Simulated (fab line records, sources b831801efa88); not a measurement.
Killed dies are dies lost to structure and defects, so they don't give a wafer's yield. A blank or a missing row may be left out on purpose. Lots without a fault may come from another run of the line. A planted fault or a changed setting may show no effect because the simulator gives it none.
A struck lot beside a sound one | flow sky130 | 43 steps out of a route of 708
Sound: wafers L852.1, L852.2, L852.5. Struck: wafers L862.2, L862.4, L862.6. The cause comes at the end.
At each step with rows: each side's tool, then ch and its chambers, then its first start. Under that, the readings that differ: sound wafers | struck wafers | difference of the means | sigmas: that difference in standard deviations of wafers without a fault.
alike: readings whose means differ by less than 2 such deviations, and words and numbers that are the same on both sides. not compared: withheld readings, readings that some wafer has no value for, bounds like >300 that may hide the same value, and numbers for which the record gives no deviation and whose values overlap.
The two part at a step that has a row with sigmas, a row that says differs or no value, or rows on one side only. Numbers that don't overlap but have no deviation are shown without sigmas and don't part them. A reading that every wafer of one side lacks parts them only if that side has two wafers or more.

first, 3 steps without rows for these wafers: SKY_SONOS_ONO_WET_ETCH_18 (etches Si3N4 in H3PO4, target depth 15 nm, time 172 s); SKY_GATE_OXIDE_CLEAN_00 (cleans in SC1/SC2, time 150 s); SKY_GATE_OXIDE_OXIDATION_01 (stabilise 600 s, purge 300 s, target thk 10.268 nm).
SKY_GATE_OXIDE_THK_MEAS_02:
  sound on film_metro-03, day 13 15:24; struck on film_metro-03, day 16 11:58
  alike: GATE_OXIDE_OXIDATION_00_THK
then, 7 steps without rows for these wafers: SKY_GATE_OXIDE_DEHYDRATE_03 (time 60 s); SKY_GATE_OXIDE_HMDS_04 (prime time 60 s); SKY_GATE_OXIDE_COAT_05 (resist thk 1140 nm); SKY_GATE_OXIDE_SOFTBAKE_06 (time 58.04 s); SKY_GATE_OXIDE_EXPOSE_07 (exposes mask LVOM, target cd 600 nm); SKY_GATE_OXIDE_PEB_08; SKY_GATE_OXIDE_DEVELOP_09 (develop time 60 s).
SKY_GATE_OXIDE_OVL_MEAS_10:
  sound on overlay-02, day 14 16:50; struck on overlay-01, day 17 16:20
  alike: GATE_OXIDE_OVL
SKY_GATE_OXIDE_IMPLANT_11:
  sound on implanter-01 ch 0, day 14 16:52; struck on implanter-01 ch 0, day 17 16:23
then, 1 step without rows for these wafers: SKY_GATE_OXIDE_WET_ETCH_12 (etches SiO2 in dHF, target depth 16.8 nm, time 336 s).
SKY_GATE_OXIDE_STRIP_13: strips in O2/N2.
  sound on plasma_asher-01 ch 0,1, day 14 17:13; struck on plasma_asher-01 ch 0, day 17 16:37
  alike: drypump_motor_current_A, oes_product_au, strip_time_to_endpoint_s
  not compared: rf_hours_counter_h
SKY_GATE_OXIDE_TW_MEAS_14:
  sound on film_metro-04, day 14 17:19; struck on film_metro-03, day 17 16:43
  alike: GATE_OXIDE_TW
then, 3 steps without rows for these wafers: SKY_GATE_OXIDE_CLEAN_15 (cleans in SC1/SC2, time 150 s); SKY_GATE_OXIDE_OXIDATION_16 (stabilise 600 s, purge 300 s, target thk 3.57 nm); SKY_POLY_GATE_CVD_00 (deposits poly-Si, target thk 180 nm, time 720 s).
SKY_POLY_GATE_THK_MEAS_01:
  sound on film_metro-01, day 14 20:13; struck on film_metro-04, day 17 20:22
  alike: POLY_GATE_CVD_00_THK
then, 8 steps without rows for these wafers: SKY_RES_PROTECT_DEHYDRATE_00 (time 60 s); SKY_RES_PROTECT_HMDS_01 (prime time 60 s); SKY_RES_PROTECT_COAT_02 (resist thk 1140 nm); SKY_RES_PROTECT_SOFTBAKE_03 (time 60 s); SKY_RES_PROTECT_EXPOSE_04 (exposes mask RPM, target cd 1270 nm); SKY_RES_PROTECT_PEB_05; SKY_RES_PROTECT_DEVELOP_06 (develop time 60 s); SKY_POLY_GATE_IMPLANT_02.
SKY_RES_PROTECT_STRIP_07: strips in O2/N2.
  sound on plasma_asher-04 ch 0,1, day 15 23:43; struck on plasma_asher-04 ch 0,1, day 19 02:18
  reading                      | sound             | struck            | difference | sigmas
  strip_time_to_endpoint_s (s) | 23.30 23.30 23.25 | 23.34 23.36 23.42 | +0.09      | +2
  alike: drypump_motor_current_A, oes_product_au
  not compared: rf_hours_counter_h
SKY_RES_PROTECT_TW_MEAS_08:
  sound on film_metro-03, day 15 23:49; struck on film_metro-03, day 19 02:25
  alike: POLY_GATE_TW
then, 2 steps without rows for these wafers: SKY_RES_PROTECT_CLEAN_09 (cleans in SC1/SC2, time 150 s); SKY_POLY_GATE_CVD_03 (deposits Si3N4 from DCS/NH3, target thk 75 nm, time 1290 s).
SKY_POLY_GATE_THK_MEAS_04:
  sound on film_metro-01, day 16 01:18; struck on film_metro-02, day 19 03:53
  alike: POLY_GATE_CVD_03_THK
then, 8 steps without rows for these wafers: SKY_POLY_GATE_DEHYDRATE_05 (time 60 s); SKY_POLY_GATE_HMDS_06 (prime time 60 s); SKY_POLY_GATE_COAT_07 (resist thk 110 nm); SKY_POLY_GATE_COAT_08 (resist thk 450 nm); SKY_POLY_GATE_SOFTBAKE_09 (time 90 s); SKY_POLY_GATE_EXPOSE_10 (exposes mask P1M, target cd 150 nm); SKY_POLY_GATE_PEB_11; SKY_POLY_GATE_DEVELOP_12 (develop time 58.57 s).
SKY_POLY_GATE_CD_MEAS_13: target cd 150 nm.
  sound on cd_sem-02, day 17 05:46; struck on cd_sem-01, day 20 10:58
  alike: cd_nm
-- the record jumps here: 28 days lie between the struck wafers' starts before and after (it left off in module POLY_GATE and takes up again in module PAD_OPEN, whose first step shown is number 708 of the route) --
SKY_PAD_OPEN_PROBE_99:
  sound on prober-01, day 46 07:00; struck on prober-02, day 48 17:46
  reading                                 | sound             | struck            | difference | sigmas
  killed_at_other                         | 1 3 1             | 1 0 0             | -1         | -2
  model.etest.tip_p.rs_ohm_sq             | 6901 6905 6959    | 7096 7044 7021    | +132       |
  model.etest.pfet_01v8_lvt.drive_ua_um   | 174.1 174.9 175.1 | 162.9 161.9 161.7 | -12.5      |
  model.etest.nfet_01v8.drive_ua_um_range | 12.04 12.25 9.798 | 15.23 14.63 15.03 | +3.60      |
  model.etest.pfet_01v8.drive_ua_um       | 194.1 193.7 194.1 | 186.1 184.9 183.6 | -9.1       |
  model.etest.pfet_01v8_mvt.drive_ua_um   | 151.1 151.7 152.9 | 144.2 141.7 142.1 | -9.2       |
  model.etest.pfet_01v8.drive_ua_um_range | 6.347 4.935 6.868 | 16.75 11.48 9.47  | +6.52      |
  model.etest.pfet_01v8_hvt.drive_ua_um   | 144.5 144.1 147.6 | 137.4 138.7 137.2 | -7.6       |
  alike: killed_at_M0_to_M3, killed_at_M4_up, killed_at_contacts, killed_at_front_end, killed_dies, killed_open, killed_short
  not compared: model.etest.tip_p.rs_ohm_sq_range

WHERE THEY PART
First at SKY_RES_PROTECT_STRIP_07; last, within this record, at SKY_PAD_OPEN_PROBE_99.

WHY: what the simulator had put in
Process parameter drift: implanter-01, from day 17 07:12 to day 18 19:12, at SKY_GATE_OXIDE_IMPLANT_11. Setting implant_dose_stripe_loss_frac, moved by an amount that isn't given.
